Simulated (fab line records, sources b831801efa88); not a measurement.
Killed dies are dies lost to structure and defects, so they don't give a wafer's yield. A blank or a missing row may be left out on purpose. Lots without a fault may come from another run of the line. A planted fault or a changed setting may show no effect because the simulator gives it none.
Which tool did it? | flow gf180mcu | 11 lots, 33 wafers sampled, at 6 steps of a route of 602

WHAT THE GAUGES READ, wafer by wafer
GF_VT_IMPLANT_RS_MEAS_46: measures by four-point-probe. Usual: MVSD_RS 456.4 ohm/sq, standard deviation 1.5.
lot  | measured     | on            | MVSD_RS (ohm/sq)  | flag
L593 | day 7 11:59  | film_metro-03 | 455.7 454.5 454.7 |
L595 | day 8 01:58  | film_metro-01 | 454.8 453.8 455.6 |
L596 | day 8 09:43  | film_metro-03 | 455.8 456.4 457.9 |
L600 | day 9 12:47  | film_metro-03 | 456.6 456.0 457.3 |
L601 | day 9 20:25  | film_metro-03 | 458.7 457.3 457.1 |
L604 | day 10 14:58 | film_metro-03 | 455.2 454.3 455.5 |
L605 | day 10 23:01 | film_metro-03 | 458.3 458.5 458.1 |
L607 | day 11 10:55 | film_metro-03 | 456.9 456.5 457.7 |
L608 | day 11 19:02 | film_metro-04 | 455.2 455.0 455.1 |
L609 | day 12 02:23 | film_metro-03 | 457.7 457.6 459.5 |
L614 | day 13 11:58 | film_metro-01 | 455.2 454.6 454.4 |

GF_DUAL_GATE_OVL_MEAS_11. Usual: DUAL_GATE_OVL -0.7 nm, standard deviation 1.5.
lot  | measured     | on         | DUAL_GATE_OVL (nm) | flag
L593 | day 8 06:56  | overlay-02 | -1.3 -0.9 0.5      |
L595 | day 8 20:47  | overlay-01 | -1.5 -1.1 -1.5     |
L596 | day 9 05:31  | overlay-01 | -1.6 -1.0 -0.8     |
L600 | day 10 09:37 | overlay-02 | 0.2 0.2 0.4        |
L601 | day 10 16:39 | overlay-01 | -3.4 -3.0 -3.8     |
L604 | day 11 12:24 | overlay-02 | -2.6 0.3 -0.7      |
L605 | day 11 20:19 | overlay-02 | 2.1 2.2 2.7        |
L607 | day 12 08:08 | overlay-01 | -0.6 -1.7 -3.4     |
L608 | day 12 16:11 | overlay-01 | -2.3 -2.0 -1.0     |
L609 | day 13 00:19 | overlay-01 | -0.4 -0.6 -1.1     |
L614 | day 14 10:38 | overlay-01 | -3.1 -1.9 -3.3     |

GF_POLY_GATE_CD_MEAS_18. Usual: cd_nm 280.0 nm, standard deviation 1.5.
lot  | measured     | on        | cd_nm (nm)        | flag
L593 | day 9 06:02  | cd_sem-01 | 280.8 281.7 280.7 |
L595 | day 9 20:12  | cd_sem-01 | 282.3 278.5 280.2 |
L596 | day 10 03:59 | cd_sem-02 | 279.7 279.7 280.0 |
L600 | day 11 09:51 | cd_sem-01 | - - -             | OFF
L601 | day 11 17:35 | cd_sem-02 | - - -             | OFF
L604 | day 12 12:50 | cd_sem-01 | 278.2 278.9 278.7 |
L605 | day 13 01:10 | cd_sem-01 | 279.9 277.0 276.9 |
L607 | day 13 09:51 | cd_sem-02 | 280.2 281.5 281.5 |
L608 | day 13 18:22 | cd_sem-01 | 281.5 279.9 279.3 |
L609 | day 14 03:04 | cd_sem-01 | 278.4 278.5 277.6 |
L614 | day 15 13:53 | cd_sem-01 | 281.1 282.0 281.8 |

WHICH TOOL RAN EACH LOT (tool, then ch and the chambers of the sampled wafers, then the start)
lot  | GF_VT_IMPLANT_STRIP_42               | GF_POLY_GATE_ETCH_12               | GF_POLY_GATE_ETCH_13
L593 | plasma_asher-04 ch 0,1, day 7 11:41  | rie_diel-01 ch 0,1,2, day 9 04:28  | rie_si-01 ch 0,2,3, day 9 04:31
L595 | plasma_asher-02 ch 0, day 8 01:35    | rie_diel-03 ch 1,2,3, day 9 18:37  | rie_si-01 ch 1,3, day 9 18:40
L596 | plasma_asher-02 ch 0,1, day 8 09:24  | rie_diel-04 ch 0,1,2, day 10 02:25 | rie_si-02 ch 0,1,2, day 10 02:28
L600 | plasma_asher-02 ch 0,1, day 9 12:28  | rie_diel-01 ch 0,2, day 11 08:15   | rie_si-02 ch 0,1,3, day 11 08:18
L601 | plasma_asher-04 ch 0,1, day 9 20:07  | rie_diel-01 ch 0,1, day 11 16:01   | rie_si-02 ch 1,2,3, day 11 16:04
L604 | plasma_asher-03 ch 0, day 10 14:40   | rie_diel-03 ch 0,1,3, day 12 11:16 | rie_si-01 ch 1,2, day 12 11:19
L605 | plasma_asher-04 ch 0,1, day 10 22:43 | rie_diel-01 ch 0,1,3, day 12 21:46 | rie_si-02 ch 1,2,3, day 12 21:49
L607 | plasma_asher-02 ch 0,1, day 11 10:29 | rie_diel-03 ch 1,2,3, day 13 07:56 | rie_si-02 ch 1,2,3, day 13 07:59
L608 | plasma_asher-02 ch 0,1, day 11 18:43 | rie_diel-01 ch 1,2, day 13 16:45   | rie_si-01 ch 0,2, day 13 16:48
L609 | plasma_asher-03 ch 0,1, day 12 02:05 | rie_diel-01 ch 1,2,3, day 14 01:09 | rie_si-01 ch 0,1,3, day 14 01:12
L614 | plasma_asher-03 ch 0,1, day 13 11:38 | rie_diel-01 ch 1,2,3, day 15 12:13 | rie_si-01 ch 0,1,3, day 15 12:16
- GF_VT_IMPLANT_STRIP_42: strips in O2/N2.
- GF_POLY_GATE_ETCH_12: etches BARC in N2/H2.
- GF_POLY_GATE_ETCH_13: etches poly-Si in HBr/Cl2, stops on SiO2, target depth 198.5 nm, time 69.6 s.

WHAT THE TOOLS THEMSELVES READ (means of the sampled wafers that have a number; where no wafer has one, the mark that the record gives instead)
GF_VT_IMPLANT_STRIP_42. Usual: drypump_motor_current_A 5.8 A, standard deviation 0.39; heater_power_w 342 W, standard deviation 37; oes_product_au 0.715 a.u., standard deviation 0.0045; strip_time_to_endpoint_s 12.64 s, standard deviation 0.033.
lot  | tool            | drypump_motor_current_A (A) | heater_power_w (W) | oes_product_au (a.u.) | strip_time_to_endpoint_s (s) | flag
L593 | plasma_asher-04 | 6.3                         | 327                | 0.714                 | 12.62                        |
L595 | plasma_asher-02 | 5.8                         | 300                | 0.715                 | 12.64                        |
L596 | plasma_asher-02 | 5.6                         | 362                | 0.714                 | 12.66                        |
L600 | plasma_asher-02 | 5.6                         | 331                | 0.712                 | 12.65                        |
L601 | plasma_asher-04 | 6.3                         | 327                | 0.716                 | 12.63                        |
L604 | plasma_asher-03 | 6.0                         | 356                | 0.712                 | 12.63                        |
L605 | plasma_asher-04 | 6.3                         | 327                | 0.716                 | 12.63                        |
L607 | plasma_asher-02 | 5.7                         | 326                | 0.718                 | 12.61                        |
L608 | plasma_asher-02 | 5.7                         | 335                | 0.714                 | 12.63                        |
L609 | plasma_asher-03 | 5.8                         | 357                | 0.715                 | 12.70                        |
L614 | plasma_asher-03 | 5.5                         | 352                | 0.715                 | 12.59                        |

GF_POLY_GATE_ETCH_12. Usual: bias_w 100.0 W, standard deviation 0.32; chamber_pressure_mTorr 30.001 mTorr, standard deviation 0.023; drypump_motor_current_A 5.5 A, standard deviation 0.39; oes_product_au 0.736 a.u., standard deviation 0.0049; throttle_valve_pct 13.214 %, standard deviation 0.0089.
lot  | tool        | bias_w (W) | chamber_pressure_mTorr (mTorr) | drypump_motor_current_A (A) | oes_product_au (a.u.) | throttle_valve_pct (%) | flag
L593 | rie_diel-01 | 99.9       | 29.992                         | 5.5                         | 0.736                 | 13.210                 |
L595 | rie_diel-03 | 99.7       | 29.999                         | 5.8                         | 0.735                 | 13.207                 |
L596 | rie_diel-04 | 100.0      | 29.991                         | 5.7                         | 0.739                 | 13.227                 |
L600 | rie_diel-01 | -          | -                              | -                           | -                     | -                      | OFF
L601 | rie_diel-01 | -          | -                              | -                           | -                     | -                      | OFF
L604 | rie_diel-03 | 99.8       | 30.000                         | 5.4                         | 0.733                 | 13.220                 |
L605 | rie_diel-01 | 99.9       | 30.011                         | 5.5                         | 0.740                 | 13.214                 |
L607 | rie_diel-03 | 100.1      | 30.008                         | 5.8                         | 0.734                 | 13.214                 |
L608 | rie_diel-01 | 100.1      | 30.006                         | 5.2                         | 0.741                 | 13.218                 |
L609 | rie_diel-01 | 100.1      | 30.001                         | 5.3                         | 0.731                 | 13.211                 |
L614 | rie_diel-01 | 100.0      | 30.005                         | 5.4                         | 0.737                 | 13.213                 |

GF_POLY_GATE_ETCH_13. Usual: HBr_flow_sccm 150.0 sccm, standard deviation 0.4; bias_w 100.0 W, standard deviation 0.31; drypump_motor_current_A 5.7 A, standard deviation 0.45; oes_product_au 0.991 a.u., standard deviation 0.0065; throttle_valve_pct 33.684 %, standard deviation 0.0089.
lot  | tool      | HBr_flow_sccm (sccm) | bias_w (W) | drypump_motor_current_A (A) | oes_product_au (a.u.) | throttle_valve_pct (%) | flag
L593 | rie_si-01 | 150.2                | 99.9       | 5.5                         | 0.994                 | 33.684                 |
L595 | rie_si-01 | 150.1                | 100.0      | 5.4                         | 0.991                 | 33.682                 |
L596 | rie_si-02 | 150.1                | 99.9       | 6.0                         | 0.989                 | 33.689                 |
L600 | rie_si-02 | 149.6                | 100.1      | 6.0                         | 0.272                 | 33.677                 | OFF
L601 | rie_si-02 | 150.0                | 100.1      | 5.8                         | 0.272                 | 33.678                 | OFF
L604 | rie_si-01 | 150.1                | 100.2      | 5.7                         | 0.988                 | 33.688                 |
L605 | rie_si-02 | 150.1                | 99.8       | 5.8                         | 0.988                 | 33.687                 |
L607 | rie_si-02 | 149.8                | 100.2      | 5.8                         | 0.989                 | 33.686                 |
L608 | rie_si-01 | 149.9                | 100.1      | 5.3                         | 0.988                 | 33.680                 |
L609 | rie_si-01 | 150.1                | 99.9       | 5.2                         | 0.982                 | 33.680                 |
L614 | rie_si-01 | 150.1                | 100.0      | 5.2                         | 0.987                 | 33.682                 |

THE ANSWER, worked out from the rows above alone
Rule: a lot is off if the mean of its wafers that have a number lies more than 3 standard deviations from the usual mean. A lot without any number at a reading at which 4 lots or more have one is off too. The other lots that the step has rows for count as sound. The gauges are gone through in route order, then the tools' own readings, and for those a lot's mean is taken as printed above. The first step at which some lot is off is used, and at that step the reading that is off furthest; a lot without a number counts as furthest.
Off: L600, L601, at GF_POLY_GATE_CD_MEAS_18 (cd_nm). Without a number there: L600, L601.
A tool fits if, at a process step before that reading, it ran every lot that is off, and no sound lot after the first of them. The gauges at GF_POLY_GATE_CD_MEAS_18 aren't tried: what is off there is off at GF_POLY_GATE_ETCH_12 too, on other tools, and a gauge's error can't cause that. None of those tried fits.

WHAT THE SIMULATOR HAD PUT IN
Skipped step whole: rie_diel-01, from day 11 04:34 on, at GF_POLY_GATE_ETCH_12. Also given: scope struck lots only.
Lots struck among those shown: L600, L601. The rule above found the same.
